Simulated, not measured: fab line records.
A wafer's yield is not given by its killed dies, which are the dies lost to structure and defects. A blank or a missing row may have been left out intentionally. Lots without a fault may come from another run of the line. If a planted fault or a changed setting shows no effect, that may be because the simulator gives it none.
Which tool did it? + flow sky130 + 11 lots, 33 wafers sampled, at 5 steps of a route of 708

== WHAT EACH GAUGE READ, for each wafer ==
SKY_METAL3_CD_MEAS_13: the cd target is 300 nm.
| lot  | measured     | on        | cd-nm (nm)        |
|------|--------------|-----------|-------------------|
| L779 | day 38 08:07 | cd-sem-01 | 297.8 299.1 299.1 |
| L781 | day 38 20:32 | cd-sem-01 | 298.8 297.9 298.7 |
| L784 | day 39 18:23 | cd-sem-02 | 296.9 297.0 296.1 |
| L785 | day 40 03:59 | cd-sem-01 | 303.1 303.5 303.5 |
| L786 | day 40 16:34 | cd-sem-01 | 300.6 301.2 300.8 |
| L788 | day 41 10:33 | cd-sem-01 | 297.0 295.9 296.0 |
| L796 | day 43 14:14 | cd-sem-01 | 302.0 302.7 302.9 |
| L798 | day 44 03:22 | cd-sem-01 | 299.5 300.2 301.0 |
| L799 | day 44 03:41 | cd-sem-02 | 299.9 300.4 299.8 |
| L800 | day 44 11:07 | cd-sem-01 | 299.0 300.3 298.8 |
| L802 | day 45 01:38 | cd-sem-02 | 301.1 300.7 298.7 |

SKY_VIA3_THK_MEAS_01.
| lot  | measured     | on            | VIA3_HDPCVD_THK (nm)          |
|------|--------------|---------------|-------------------------------|
| L779 | day 38 09:51 | film-metro-04 | 1643 1646 1652                |
| L781 | day 38 22:16 | film-metro-03 | 1608 1624 1616                |
| L784 | day 39 19:46 | film-metro-04 | 1640 1644 1647                |
| L785 | day 40 05:15 | film-metro-04 | 1694 1652 1675                |
| L786 | day 40 17:48 | film-metro-04 | 1661 1675 1648                |
| L788 | day 41 11:46 | film-metro-03 | 1735 1633 1678 1736 1632 1677 |
| L796 | day 43 15:28 | film-metro-03 | 1691 1642 1649                |
| L798 | day 44 04:41 | film-metro-03 | 1651 1641 1633                |
| L799 | day 44 04:56 | film-metro-04 | 1657 1641 1652                |
| L800 | day 44 12:26 | film-metro-04 | 1640 1644 1631                |
| L802 | day 45 02:58 | film-metro-01 | 1635 1638 1602                |

SKY_VIA3_BOW_MEAS_03.
| lot  | measured     | on            | VIA3_BOW (um) |
|------|--------------|---------------|---------------|
| L779 | day 38 10:13 | film-metro-01 | 78 81 72      |
| L781 | day 38 22:38 | film-metro-03 | 77 86 80      |
| L784 | day 40 00:55 | film-metro-04 | 88 85 71      |
| L785 | day 40 06:16 | film-metro-04 | 77 70 70      |
| L786 | day 40 18:20 | film-metro-04 | 83 69 80      |
| L788 | day 41 21:21 | film-metro-03 | 79 73 64      |
| L796 | day 43 15:50 | film-metro-04 | 82 83 76      |
| L798 | day 44 05:04 | film-metro-01 | 76 80 83      |
| L799 | day 44 05:18 | film-metro-04 | 59 76 79      |
| L800 | day 44 12:48 | film-metro-03 | 79 86 71      |
| L802 | day 45 03:20 | film-metro-03 | 80 82 65      |

== TOOL THAT RAN EACH LOT (tool first, then ch and the chambers of the sampled wafers, then the start) ==
| lot  | SKY_METAL3_ETCH_17                 | SKY_VIA3_HDPCVD_00               |
|------|------------------------------------|----------------------------------|
| L779 | rie-diel-02 ch 0,2,3, day 38 08:22 | hdpcvd-02 ch 0,1, day 38 09:40   |
| L781 | rie-diel-04 ch 1,2,3, day 38 20:50 | hdpcvd-01 ch 1,2, day 38 22:01   |
| L784 | rie-diel-02 ch 1,2,3, day 39 18:46 | hdpcvd-02 ch 0,1,2, day 39 19:33 |
| L785 | rie-diel-04 ch 0,2,3, day 40 04:17 | hdpcvd-02 ch 0,1,2, day 40 05:05 |
| L786 | rie-diel-02 ch 0,1,3, day 40 16:50 | hdpcvd-02 ch 0,1, day 40 17:37   |
| L788 | rie-diel-02 ch 0,2,3, day 41 10:46 | hdpcvd-02 ch 0,1,2, day 41 11:39 |
| L796 | rie-diel-02 ch 0,2,3, day 43 14:29 | hdpcvd-01 ch 0,1,2, day 43 15:16 |
| L798 | rie-diel-02 ch 1,2, day 44 03:37   | hdpcvd-02 ch 0,2, day 44 04:26   |
| L799 | rie-diel-04 ch 2,3, day 44 03:58   | hdpcvd-01 ch 0,1,2, day 44 04:46 |
| L800 | rie-diel-04 ch 1,2,3, day 44 11:23 | hdpcvd-01 ch 0,2, day 44 12:10   |
| L802 | rie-diel-02 ch 0,1,3, day 45 01:55 | hdpcvd-02 ch 0,2, day 45 02:43   |
- SKY_METAL3_ETCH_17: etches SiO2 in C4F8/O2/Ar, stops on TiN, time 3.9 s, target depth 15 nm.
- SKY_VIA3_HDPCVD_00: deposits SiO2, target thk 1635 nm, time 272.5 s.

== WHAT THE TOOLS THEMSELVES READ (means of the sampled wafers that have a number; where no wafer has one, the mark that the record gives instead) ==
SKY_METAL3_ETCH_17.
| lot  | tool        | oes-product-au (a.u.) |
|------|-------------|-----------------------|
| L779 | rie-diel-02 | 0.753                 |
| L781 | rie-diel-04 | 0.753                 |
| L784 | rie-diel-02 | 0.756                 |
| L785 | rie-diel-04 | 0.748                 |
| L786 | rie-diel-02 | 0.755                 |
| L788 | rie-diel-02 | 0.765                 |
| L796 | rie-diel-02 | 0.754                 |
| L798 | rie-diel-02 | 0.750                 |
| L799 | rie-diel-04 | 0.751                 |
| L800 | rie-diel-04 | 0.749                 |
| L802 | rie-diel-02 | 0.758                 |

SKY_VIA3_HDPCVD_00.
| lot  | tool      | run-length-s (s) | susceptor-temp-C (C) |
|------|-----------|------------------|----------------------|
| L779 | hdpcvd-02 | 300.0            | 399.80               |
| L781 | hdpcvd-01 | 300.5            | 400.16               |
| L784 | hdpcvd-02 | 300.1            | 400.20               |
| L785 | hdpcvd-02 | 300.1            | 399.69               |
| L786 | hdpcvd-02 | 300.1            | 399.83               |
| L788 | hdpcvd-02 | 305.0            | 400.00               |
| L796 | hdpcvd-01 | 300.2            | 399.86               |
| L798 | hdpcvd-02 | 300.2            | 400.09               |
| L799 | hdpcvd-01 | 300.5            | 399.78               |
| L800 | hdpcvd-01 | 300.4            | 399.80               |
| L802 | hdpcvd-02 | 300.4            | 399.83               |

== THE ANSWER, worked out from the rows above alone ==
Rule: usual is defined by the lots themselves. The widest of any qualifying gaps counts: lots, ordered by their means at a reading, are off when they make up no more than a third of the lots, leave a main group of 4 or more, and stand apart from it by 3 or more times the standard deviation of that group's means. If all means in a main group match to the digits the tables above print for the reading, that group is not used. Also off: a lot with no number at a reading for which 4 or more lots have one. The other lots that the step has rows for count as sound. First the gauges in route order, then the tools' own readings, where a lot's mean is used as printed above. At the first step where some lot is off, the reading lying furthest off is the one used; lots without a number count as furthest.
Off: L788, at SKY_VIA3_HDPCVD_00 (run-length-s). Main group: mean 300.2 s, sd 0.17.
A tool fits if, at that step or a process step before it, it ran every lot that is off, and no sound lot after the first of them. None of those tried fits.

== WHAT THE SIMULATOR HAD INSERTED ==
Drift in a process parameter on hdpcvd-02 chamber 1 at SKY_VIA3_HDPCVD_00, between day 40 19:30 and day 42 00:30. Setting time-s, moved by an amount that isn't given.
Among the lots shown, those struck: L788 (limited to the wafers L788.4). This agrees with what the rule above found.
